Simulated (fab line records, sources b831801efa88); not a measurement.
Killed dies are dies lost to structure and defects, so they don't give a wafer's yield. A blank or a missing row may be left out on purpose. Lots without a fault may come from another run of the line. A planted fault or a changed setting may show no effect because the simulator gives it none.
Which tool did it? | flow sky130 | 10 lots, 30 wafers sampled, at 7 steps of a route of 708

WHAT THE GAUGES READ, wafer by wafer
SKY_VIA2_THK_MEAS_01. Usual: VIA2_HDPCVD_THK 1182 nm, standard deviation 14.
lot  | measured     | on            | VIA2_HDPCVD_THK (nm) | flag
L536 | day 34 18:28 | film_metro-01 | 1198 1168 1196       |
L535 | day 34 22:50 | film_metro-01 | 1195 1182 1183       |
L538 | day 36 07:59 | film_metro-03 | 1198 1181 1158       |
L544 | day 38 00:44 | film_metro-04 | 1181 1148 1174       |
L545 | day 38 12:20 | film_metro-04 | 1191 1194 1186       |
L552 | day 40 03:50 | film_metro-04 | 1185 1164 1179       |
L556 | day 41 21:05 | film_metro-04 | 1195 1177 1202       |
L557 | day 41 22:01 | film_metro-04 | 1156 1168 1162       |
L555 | day 42 00:01 | film_metro-03 | 1181 1171 1189       |
L558 | day 42 04:16 | film_metro-03 | 1219 1191 1194       |

SKY_VIA2_RS_MEAS_22: measures by four-point-probe. Usual: VIA2_W_RS 0.273 ohm/sq, standard deviation 0.0033.
lot  | measured     | on            | VIA2_W_RS (ohm/sq) | flag
L536 | day 35 22:02 | film_metro-03 | 0.275 0.276 0.275  |
L535 | day 36 02:55 | film_metro-01 | 0.276 0.274 0.273  |
L538 | day 37 11:12 | film_metro-03 | 0.272 0.272 0.275  |
L544 | day 39 02:48 | film_metro-03 | 0.267 0.268 0.267  |
L545 | day 39 14:16 | film_metro-04 | 0.272 0.270 0.271  |
L552 | day 41 05:59 | film_metro-04 | 0.279 0.276 0.277  |
L556 | day 42 20:50 | film_metro-04 | 0.185 0.184 0.273  | OFF
L557 | day 42 22:40 | film_metro-04 | 0.274 0.274 0.182  | OFF
L555 | day 43 00:49 | film_metro-03 | 0.275 0.273 0.279  |
L558 | day 43 04:53 | film_metro-03 | 0.275 0.273 0.274  |

SKY_VIA2_THK_MEAS_23: measures by xrf. Usual: VIA2_W_THK 412 nm, standard deviation 6.8.
lot  | measured     | on            | VIA2_W_THK (nm) | flag
L536 | day 35 22:08 | film_metro-03 | 408 405 407     |
L535 | day 36 03:02 | film_metro-01 | 404 406 410     |
L538 | day 37 11:19 | film_metro-03 | 408 408 406     |
L544 | day 39 02:55 | film_metro-03 | 425 420 426     |
L545 | day 39 14:22 | film_metro-04 | 413 416 410     |
L552 | day 41 06:07 | film_metro-04 | 404 413 409     |
L556 | day 42 20:56 | film_metro-04 | - - 415         |
L557 | day 42 22:47 | film_metro-04 | 414 410 -       |
L555 | day 43 00:56 | film_metro-03 | 403 402 399     |
L558 | day 43 05:00 | film_metro-03 | 402 401 404     |

SKY_CAPM_RS_MEAS_03: measures by four-point-probe. Usual: CAPM_TIN_RS 6.89 ohm/sq, standard deviation 0.094.
lot  | measured     | on            | CAPM_TIN_RS (ohm/sq) | flag
L536 | day 35 22:52 | film_metro-03 | 6.94 6.86 6.88       |
L535 | day 36 03:49 | film_metro-03 | 6.91 6.94 6.98       |
L538 | day 37 12:01 | film_metro-03 | 6.87 7.01 7.07       |
L544 | day 39 03:38 | film_metro-02 | 6.69 6.76 6.73       |
L545 | day 39 15:05 | film_metro-03 | 6.85 6.83 6.88       |
L552 | day 41 06:49 | film_metro-02 | 6.82 6.75 6.84       |
L556 | day 42 21:40 | film_metro-04 | 6.77 6.74 6.78       |
L557 | day 42 23:29 | film_metro-02 | 6.94 6.99 7.01       |
L555 | day 43 01:38 | film_metro-03 | 6.90 6.93 6.83       |
L558 | day 43 05:43 | film_metro-02 | 7.01 6.93 6.99       |

WHICH TOOL RAN EACH LOT (tool, then ch and the chambers of the sampled wafers, then the start)
lot  | SKY_VIA2_ETCH_14                   | SKY_VIA2_CVD_21               | SKY_VIA2_CMP_24
L536 | rie_diel-04 ch 1,2, day 35 21:07   | cvd_w-01 ch 0,1, day 35 21:53 | cmp-02 ch 0,1,2, day 35 22:11
L535 | rie_diel-04 ch 0,2,3, day 36 02:01 | cvd_w-01 ch 0,1, day 36 02:46 | cmp-01 ch 0,1,2, day 36 03:16
L538 | rie_diel-04 ch 0,1,3, day 37 10:11 | cvd_w-02 ch 1, day 37 10:56   | cmp-01 ch 1,2,3, day 37 11:23
L544 | rie_diel-04 ch 0,1,2, day 39 01:55 | cvd_w-02 ch 1, day 39 02:40   | cmp-01 ch 0,1,2, day 39 02:59
L545 | rie_diel-01 ch 0,1, day 39 13:19   | cvd_w-01 ch 0, day 39 14:07   | cmp-02 ch 1,3, day 39 14:25
L552 | rie_diel-01 ch 0,1,2, day 41 05:04 | cvd_w-01 ch 0,1, day 41 05:52 | cmp-01 ch 0,2, day 41 06:10
L556 | rie_diel-03 ch 1,2,3, day 42 19:56 | cvd_w-01 ch 0,1, day 42 20:41 | cmp-01 ch 0,1, day 42 21:02
L557 | rie_diel-04 ch 0,1,2, day 42 21:46 | cvd_w-01 ch 0,1, day 42 22:32 | cmp-01 ch 0,2, day 42 22:50
L555 | rie_diel-03 ch 2,3, day 42 23:56   | cvd_w-02 ch 0,1, day 43 00:41 | cmp-01 ch 0,2, day 43 01:03
L558 | rie_diel-03 ch 2,3, day 43 03:49   | cvd_w-02 ch 1, day 43 04:39   | cmp-01 ch 0,1,3, day 43 05:09
- SKY_VIA2_ETCH_14: etches BARC in N2/H2, stops on SiO2, time 45.9 s, target depth 60 nm.
- SKY_VIA2_CVD_21: deposits W, target thk 420 nm, time 126.4 s.
- SKY_VIA2_CMP_24: polishes, stops on SiO2, t overpolish 20 s, target thk 0 nm.

WHAT THE TOOLS THEMSELVES READ (means of the sampled wafers that have a number; where no wafer has one, the mark that the record gives instead)
SKY_VIA2_ETCH_14. Usual: chamber_pressure_mTorr 30.002 mTorr, standard deviation 0.025; drypump_motor_current_A 5.5 A, standard deviation 0.4; oes_product_au 0.854 a.u., standard deviation 0.0046; rf_fwd_power_W 495.1 W, standard deviation 1.9; throttle_valve_pct 13.225 %, standard deviation 0.011.
lot  | tool        | chamber_pressure_mTorr (mTorr) | drypump_motor_current_A (A) | oes_product_au (a.u.) | rf_fwd_power_W (W) | throttle_valve_pct (%) | flag
L536 | rie_diel-04 | 30.018                         | 5.3                         | 0.855                 | 495.3              | 13.245                 |
L535 | rie_diel-04 | 30.009                         | 5.5                         | 0.857                 | 494.9              | 13.232                 |
L538 | rie_diel-04 | 30.011                         | 5.5                         | 0.851                 | 497.2              | 13.232                 |
L544 | rie_diel-04 | 29.976                         | 5.5                         | 0.859                 | 495.6              | 13.227                 |
L545 | rie_diel-01 | 30.014                         | 5.3                         | 0.855                 | 494.0              | 13.228                 |
L552 | rie_diel-01 | 30.002                         | 5.4                         | 0.851                 | 495.0              | 13.221                 |
L556 | rie_diel-03 | 30.005                         | 5.4                         | 0.854                 | 493.2              | 13.217                 |
L557 | rie_diel-04 | 29.986                         | 5.5                         | 0.855                 | 494.4              | 13.219                 |
L555 | rie_diel-03 | 29.982                         | 5.4                         | 0.856                 | 494.2              | 13.240                 |
L558 | rie_diel-03 | 30.007                         | 5.4                         | 0.856                 | 493.9              | 13.229                 |

SKY_VIA2_CVD_21. Usual: heater_power_w 867 W, standard deviation 130; susceptor_temp_C 399.93 C, standard deviation 0.21.
lot  | tool     | heater_power_w (W) | susceptor_temp_C (C) | flag
L536 | cvd_w-01 | 1003               | 399.84               |
L535 | cvd_w-01 | 1013               | 399.90               |
L538 | cvd_w-02 | 721                | 400.02               |
L544 | cvd_w-02 | 729                | 400.09               |
L545 | cvd_w-01 | 1032               | 399.98               |
L552 | cvd_w-01 | 954                | 400.07               |
L556 | cvd_w-01 | 951                | 399.98               |
L557 | cvd_w-01 | 867                | 399.91               |
L555 | cvd_w-02 | 814                | 400.08               |
L558 | cvd_w-02 | 729                | 399.82               |

SKY_VIA2_CMP_24. Usual: motor_current_A 11.4 A, standard deviation 1.6; time_to_endpoint_s 102 s, standard deviation 5.9.
lot  | tool   | motor_current_A (A) | time_to_endpoint_s (s) | flag
L536 | cmp-02 | 9.8                 | 108                    |
L535 | cmp-01 | 11.7                | 106                    |
L538 | cmp-01 | 11.3                | 101                    |
L544 | cmp-01 | 11.6                | 101                    |
L545 | cmp-02 | 10.6                | 111                    |
L552 | cmp-01 | 11.5                | 99                     |
L556 | cmp-01 | 11.4                | 132                    | OFF
L557 | cmp-01 | 11.2                | 111                    |
L555 | cmp-01 | 12.2                | 97                     |
L558 | cmp-01 | 11.9                | 96                     |

THE ANSWER, worked out from the rows above alone
Rule: a lot is off if the mean of its wafers that have a number lies more than 3 standard deviations from the usual mean. A lot without any number at a reading at which 4 lots or more have one is off too. The other lots that the step has rows for count as sound. The gauges are gone through in route order, then the tools' own readings, and for those a lot's mean is taken as printed above. The first step at which some lot is off is used, and at that step the reading that is off furthest; a lot without a number counts as furthest.
Off: L556, L557, at SKY_VIA2_RS_MEAS_22 (VIA2_W_RS).
A tool fits if, at a process step before that reading, it ran every lot that is off, and no sound lot after the first of them. The gauges at SKY_VIA2_RS_MEAS_22 are tried like those tools. Can't be told from this: 2 tools fit, cvd_w-01 at SKY_VIA2_CVD_21, film_metro-04 at SKY_VIA2_RS_MEAS_22.

WHAT THE SIMULATOR HAD PUT IN
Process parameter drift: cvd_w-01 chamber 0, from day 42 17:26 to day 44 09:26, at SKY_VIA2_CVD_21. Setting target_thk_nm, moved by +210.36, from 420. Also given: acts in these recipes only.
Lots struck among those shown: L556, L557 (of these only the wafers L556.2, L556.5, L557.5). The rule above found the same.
